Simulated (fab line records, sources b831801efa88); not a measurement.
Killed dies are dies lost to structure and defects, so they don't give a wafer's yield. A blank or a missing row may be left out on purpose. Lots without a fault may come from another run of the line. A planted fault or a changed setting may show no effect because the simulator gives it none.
Which tool did it? | flow sfq_line | 13 lots, 39 wafers sampled, at 1 step of a route of 325

WHAT THE GAUGES READ, wafer by wafer
SFQ_JJ_RS_MEAS_929: measures by four-point-probe.
lot  | measured     | on            | JJ_NB_RS (ohm/sq)
L282 | day 55 16:38 | film_metro-02 | 1.051 1.040 1.041
L284 | day 55 21:24 | film_metro-01 | 1.075 1.077 1.079
L285 | day 55 23:50 | film_metro-02 | 1.043 1.049 1.056
L286 | day 56 06:37 | film_metro-02 | 1.050 1.032 1.050
L287 | day 56 08:16 | film_metro-01 | 1.065 1.071 1.062
L289 | day 56 13:11 | film_metro-02 | 1.079 1.082 1.063
L290 | day 56 16:36 | film_metro-01 | 1.034 1.047 1.041
L295 | day 57 07:01 | film_metro-01 | 1.058 1.059 1.065
L296 | day 57 08:49 | film_metro-01 | 1.051 1.048 1.055
L301 | day 62 21:07 | film_metro-01 | 1.043 1.039 1.041
L302 | day 63 15:16 | film_metro-03 | 1.046 1.040 1.048
L303 | day 63 16:19 | film_metro-02 | 1.070 1.065 1.068
L304 | day 63 22:16 | film_metro-01 | 1.058 1.045 1.059

WHICH TOOL RAN EACH LOT (tool, then ch and the chambers of the sampled wafers, then the start)
The record holds no process step before these readings.

WHAT THE TOOLS THEMSELVES READ (means of the sampled wafers that have a number; where no wafer has one, the mark that the record gives instead)
The record holds no such reading with a usual standard deviation.

THE ANSWER, worked out from the rows above alone
Rule: what is usual is taken from the lots themselves. Put in order of their means at a reading, lots are off if they are a third of the lots or fewer, leave a main group of 4 or more, and stand apart from it by a gap of 3 or more times the standard deviation of the main group's means; of several such gaps the widest counts. A main group whose means are all the same, to the digits that the tables above print for the reading, isn't used. A lot without any number at a reading at which 4 lots or more have one is off too. The other lots that the step has rows for count as sound. The gauges are gone through in route order, then the tools' own readings, and for those a lot's mean is taken as printed above. The first step at which some lot is off is used, and at that step the reading that is off furthest; a lot without a number counts as furthest.
No lot is off at any reading shown: from this, nothing can be told.

WHAT THE SIMULATOR HAD PUT IN
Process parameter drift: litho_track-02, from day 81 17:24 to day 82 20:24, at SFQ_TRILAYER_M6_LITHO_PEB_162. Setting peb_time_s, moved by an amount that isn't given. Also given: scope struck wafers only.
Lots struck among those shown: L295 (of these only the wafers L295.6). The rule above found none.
